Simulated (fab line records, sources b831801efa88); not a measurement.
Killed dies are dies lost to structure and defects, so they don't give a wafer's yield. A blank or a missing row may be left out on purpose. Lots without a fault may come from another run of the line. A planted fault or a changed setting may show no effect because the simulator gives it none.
fab line records | flow gf180mcu
record lots=14 wafers=42 last_day=34
route steps=602 shown STI@15 MVSD@73 POLY_GATE@168
lots that met no fault: from a run of the same line without faults
start_h: hours from the record's first day to the start of the lot's first wafer shown | wait_h: hours since the lot's step before | " the same as in the row above | L1.1+2: a row that stands for several wafers | - no value, or no start given | * or withheld: withheld | < > ~ a bound
route shown NAME@n: a module of which the file shows steps, and the number in the route of the first | usual: mean/standard deviation of fault-free wafers | same: alike in all rows | chamber/n: place in a boat | sites: the reading at each site | _std_site: their standard deviation | _edge_site: outer sites' mean less inner sites' | radius_mm: how far each site lies from the wafer's centre | mask NAME#n: copy n | behind: the tool/chamber that last shaped the wafer | hold: why the lot was held/for how many hours/how that ended | device: the transistor (n, p or np) that didn't switch | end of line: the same wafers' tests at the end of the route | a step without rows: its recipe alone | killed: dies lost to structure and defects at the first sort, not the wafer's yield | map: a wafer's dies, x killed, . not, _ none there
set.NAME: the setting as run; set.NAME@STEP: as run at that earlier step | model.NAME: the simulator's own value behind a step, which no gauge read
steps of the route over a sample of lots; a table a step, a row a wafer
services: from which hour (start_h, from the record's first day; less than 0 if before it) a tool's chamber was out of use, for how many hours, and why
## steps
# step GF_STI_ETCH_14
# recipe target=Si chemistry=HBr/Cl2/O2 target_depth_nm=360 icp_w=600 bias_w=150 pressure_mtorr=15 HBr_flow_sccm=150 Cl2_flow_sccm=40 O2_flow_sccm=6 time_s=102.9
# usual drypump_motor_current_A=5.4/0.5 oes_product_au=1.003/0.01 throttle_valve_pct=25.655/0.01
# same time_s=102.9
# columns lot.wafer tool chamber start_h wait_h drypump_motor_current_A oes_product_au rf_hours_counter_h throttle_valve_pct
L906.1 rie_si-02 2 28.49 0.0 6.0 1.005 47 25.657
L906.3 " 1 " " 6.1 1.008 28 25.660
L906.6 " 2 " " 6.0 1.005 - 25.651
L907.1 rie_si-01 2 30.39 0.0 5.2 1.003 129 25.648
L907.2 " 1 " " 5.2 0.992 109 25.663
L907.3 " 0 " " 4.6 0.995 4 25.666
L908.2 rie_si-01 0 37.91 0.0 4.6 0.987 4 25.665
L908.5 " 2 " " 5.2 1.006 - 25.659
L908.6 " 0 " " 4.6 0.996 - 25.648
L909.1 rie_si-02 3 41.68 0.0 5.4 1.024 35 25.641
L909.4 " 3 " " 5.4 1.026 - 25.643
L909.6 " 1 " " 6.1 1.029 - 25.633
L910.2 rie_si-01 2 45.79 0.0 5.2 1.012 129 25.648
L910.3 " 0 " " 4.6 0.997 4 25.643
L910.4 " 1 " " 5.3 0.992 - 25.643
L911.3 rie_si-02 2 51.14 0.0 6.0 1.007 47 25.666
L911.4 " 3 " " 5.4 1.015 - 25.635
L911.5 " 1 " " 6.0 1.020 - 25.639
L913.4 rie_si-01 1 61.33 0.1 5.3 0.994 - 25.669
L913.5 " 2 " " 5.2 1.013 - 25.641
L913.6 " 0 " " 4.6 0.992 - 25.651
L914.1 rie_si-01 2 67.16 0.0 5.1 1.001 129 25.656
L914.4 " 1 " " 5.2 0.983 - 25.688
L914.6 " 0 " " 4.6 0.989 - 25.661
L915.4 rie_si-01 0 72.79 0.1 4.6 0.997 - 25.655
L915.5 " 1 " " 5.3 0.994 - 25.665
L915.6 " 2 " " 5.1 1.008 - 25.662
L918.1 rie_si-01 2 87.39 0.0 5.1 1.004 129 25.671
L918.4 " 0 " " 4.6 1.009 - 25.636
L918.5 " 1 " " 5.2 0.982 - 25.666
L924.2 rie_si-02 0 120.08 0.0 6.0 1.001 1 25.660
L924.4 " 3 " " 5.4 0.999 36 25.671
L924.6 " 2 " " 6.0 1.002 - 25.647
L926.1 rie_si-01 0 128.23 0.0 4.6 1.001 5 25.668
L926.5 " 1 " " 5.3 0.981 - 25.670
L926.6 " 0 " " 4.6 1.001 - 25.665
L927.1 rie_si-01 3 134.14 0.0 5.7 0.991 23 25.640
L927.2 " 0 " " 4.6 1.010 5 25.645
L927.3 " 2 " " 5.2 1.024 130 25.645
L928.1 rie_si-02 3 138.78 0.0 5.4 1.006 36 25.662
L928.3 " 2 " " 6.0 0.999 48 25.657
L928.6 " 3 " " 5.4 0.999 - 25.664
# step GF_STI_OXIDATION_29
# recipe temp_c=900 ambient=O2 stabilise_s=600 purge_s=300 target_thk_a=100 ox_time_s=1418
# columns lot.wafer tool chamber start_h wait_h
L906.1+3+6 furnace-01 0 31.54 0.3
L907.1+2+3 furnace-02 0 33.50 0.4
L908.2+5+6 furnace-01 0 40.65 0.0
L909.1+4+6 furnace-02 0 44.42 0.0
L910.2+3+4 furnace-01 0 49.29 0.0
L911.3+4+5 furnace-01 0 54.38 0.5
L913.4+5+6 furnace-01 0 64.06 0.0
L914.1+4+6 furnace-02 0 69.92 0.0
L915.4+5+6 furnace-01 0 80.21 3.2
L918.1+4+5 furnace-02 0 99.78 3.9
L924.2+4+6 furnace-02 0 123.75 0.0
L926.1+5+6 furnace-02 0 131.28 0.0
L927.1+2+3 furnace-01 0 136.88 0.0
L928.1+3+6 furnace-01 0 142.33 0.8
# step GF_STI_THK_MEAS_30
# recipe reads=SiO2_of_STI_OXIDATION_29
# usual STI_OXIDATION_02_THK=10.02/0.19
# columns lot.wafer tool chamber start_h wait_h STI_OXIDATION_02_THK[nm]
L906.1 film_metro-03 - 32.93 0.0 10.23
L906.3 " - " " 10.17
L906.6 " - " " 10.07
L907.1 film_metro-02 - 34.90 0.0 9.97
L907.2 " - " " 10.05
L907.3 " - " " 10.06
L908.2 film_metro-03 - 42.05 0.0 10.39
L908.5 " - " " 10.33
L908.6 " - " " 10.20
L909.1 film_metro-02 - 45.82 0.0 10.03
L909.4 " - " " 10.18
L909.6 " - " " 9.93
L910.2 film_metro-01 - 50.69 0.0 10.34
L910.3 " - " " 10.06
L910.4 " - " " 10.15
L911.3 film_metro-01 - 55.80 0.0 9.85
L911.4 " - " " 10.12
L911.5 " - " " 10.15
L913.4 film_metro-01 - 65.48 0.0 7.63
L913.5 " - " " 7.63
L913.6 " - " " 7.54
L914.1 film_metro-03 - 71.31 0.0 9.97
L914.4 " - " " 9.91
L914.6 " - " " 10.04
L915.4 film_metro-02 - 81.63 0.0 7.68
L915.5 " - " " 7.58
L915.6 " - " " 7.55
L918.1 film_metro-02 - 101.17 0.0 9.90
L918.4 " - " " 9.76
L918.5 " - " " 10.01
L924.2 film_metro-02 - 125.15 0.0 9.88
L924.4 " - " " 9.71
L924.6 " - " " 9.75
L926.1 film_metro-02 - 132.67 0.0 9.78
L926.5 " - " " 9.61
L926.6 " - " " 9.65
L927.1 film_metro-02 - 138.28 0.0 10.20
L927.2 " - " " 10.05
L927.3 " - " " 10.00
L928.1 film_metro-02 - 143.73 0.0 10.10
L928.3 " - " " 9.99
L928.6 " - " " 10.16
# step GF_MVSD_OVL_MEAS_07
# usual MVSD_OVL=0.0/1.4
# columns lot.wafer tool chamber start_h wait_h MVSD_OVL[nm]
L906.1 overlay-02 - 85.28 - -0.4
L906.3 " - " " -1.2
L906.6 " - " " 1.5
L907.1 overlay-01 - 86.88 - -2.0
L907.2 " - " " 0.3
L907.3 " - " " 0.8
L908.2 overlay-01 - 95.28 - 1.2
L908.5 " - " " -1.2
L908.6 " - " " -0.3
L909.1 overlay-02 - 98.88 - 2.1
L909.4 " - " " 2.6
L909.6 " - " " 2.3
L910.2 overlay-01 - 104.80 - -2.3
L910.3 " - " " 0.7
L910.4 " - " " 0.2
L911.3 overlay-02 - 110.99 - -0.3
L911.4 " - " " -0.3
L911.5 " - " " 0.5
L913.4 overlay-01 - 121.42 - 4.3
L913.5 " - " " 0.6
L913.6 " - " " 1.3
L914.1 overlay-02 - 127.74 - 0.0
L914.4 " - " " -0.1
L914.6 " - " " 0.6
L915.4 overlay-02 - 138.95 - -1.4
L915.5 " - " " -2.0
L915.6 " - " " -1.3
L918.1 overlay-02 - 161.93 - -1.3
L918.4 " - " " -0.4
L918.5 " - " " 1.0
L924.2 overlay-02 - 188.93 - 0.5
L924.4 " - " " -0.6
L924.6 " - " " -0.8
L926.1 overlay-01 - 197.21 - 3.4
L926.5 " - " " 1.4
L926.6 " - " " 2.2
L927.1 overlay-02 - 203.31 - -0.3
L927.2 " - " " -4.0
L927.3 " - " " -0.8
L928.1 overlay-01 - 209.08 - 0.3
L928.3 " - " " -2.1
L928.6 " - " " 0.9
# step GF_POLY_GATE_OVL_MEAS_11
# usual POLY_GATE_OVL=-5/5.7
# columns lot.wafer tool chamber start_h wait_h POLY_GATE_OVL[nm]
L906.1 overlay-01 - 199.41 0.1 -10
L906.3 " - " " -6
L906.6 " - " " -13
L907.1 overlay-01 - 203.36 0.1 -12
L907.2 " - " " 0
L907.3 " - " " -8
L908.2 overlay-02 - 212.23 0.1 1
L908.5 " - " " -3
L908.6 " - " " 1
L909.1 overlay-02 - 217.05 0.1 -9
L909.4 " - " " -2
L909.6 " - " " -1
L910.2 overlay-01 - 227.83 0.1 2
L910.3 " - " " 3
L910.4 " - " " -5
L911.3 overlay-01 - 233.82 0.1 -6
L911.4 " - " " -5
L911.5 " - " " -3
L913.4 overlay-02 - 243.43 0.1 -4
L913.5 " - " " 2
L913.6 " - " " -6
L914.1 overlay-02 - 251.25 0.1 -8
L914.4 " - " " -11
L914.6 " - " " -9
L915.4 overlay-02 - 267.93 0.1 -2
L915.5 " - " " 0
L915.6 " - " " -4
L918.1 overlay-02 - 295.61 0.1 -14
L918.4 " - " " -7
L918.5 " - " " -9
L924.2 overlay-01 - 332.31 0.1 -7
L924.4 " - " " -5
L924.6 " - " " 1
L926.1 overlay-02 - 341.19 0.1 -6
L926.5 " - " " -3
L926.6 " - " " -9
L927.1 overlay-02 - 349.44 0.1 2
L927.2 " - " " -7
L927.3 " - " " -6
L928.1 overlay-01 - 356.76 0.1 1
L928.3 " - " " 1
L928.6 " - " " -9
## services
# columns tool chamber start_h hours kind
rie_si-02 0 17.52 - clean
rie_si-02 0 17.52 34.7 scheduled_down
rie_si-02 0 17.52 34.7 vent_cycle
rie_si-01 - 46.63 2.8 pm
rie_si-02 3 69.18 2.1 repair
furnace-02 - 74.31 24.0 pm
## key
first_sign step=GF_STI_THK_MEAS_30 reading=STI_OXIDATION_02_THK direction=down sigmas=13 usual=10.02 struck=7.60
effect none on later readings
met_at GF_STI_OXIDATION_29
struck_lots L913,L915
tester_left_out L913,L915
not_acting_at GF_STI_ETCH_14,GF_MVSD_OVL_MEAS_07,GF_POLY_GATE_OVL_MEAS_11
onset_between 54.38 64.06
fault kind=process_parameter_drift tool=furnace-01 chamber=- onset_h=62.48 steps=GF_STI_OXIDATION_29 channel=ox_time_s offset=* shape=step end_h=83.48 acts_in=* stated=*
# tester_left_out: of these lots the tester's yield and bins aren't shown, on N5 and GAA mostly nor the transistor test; their killed dies are dies lost to structure and defects alone, not to doping, threshold or leakage, so they don't give the yield
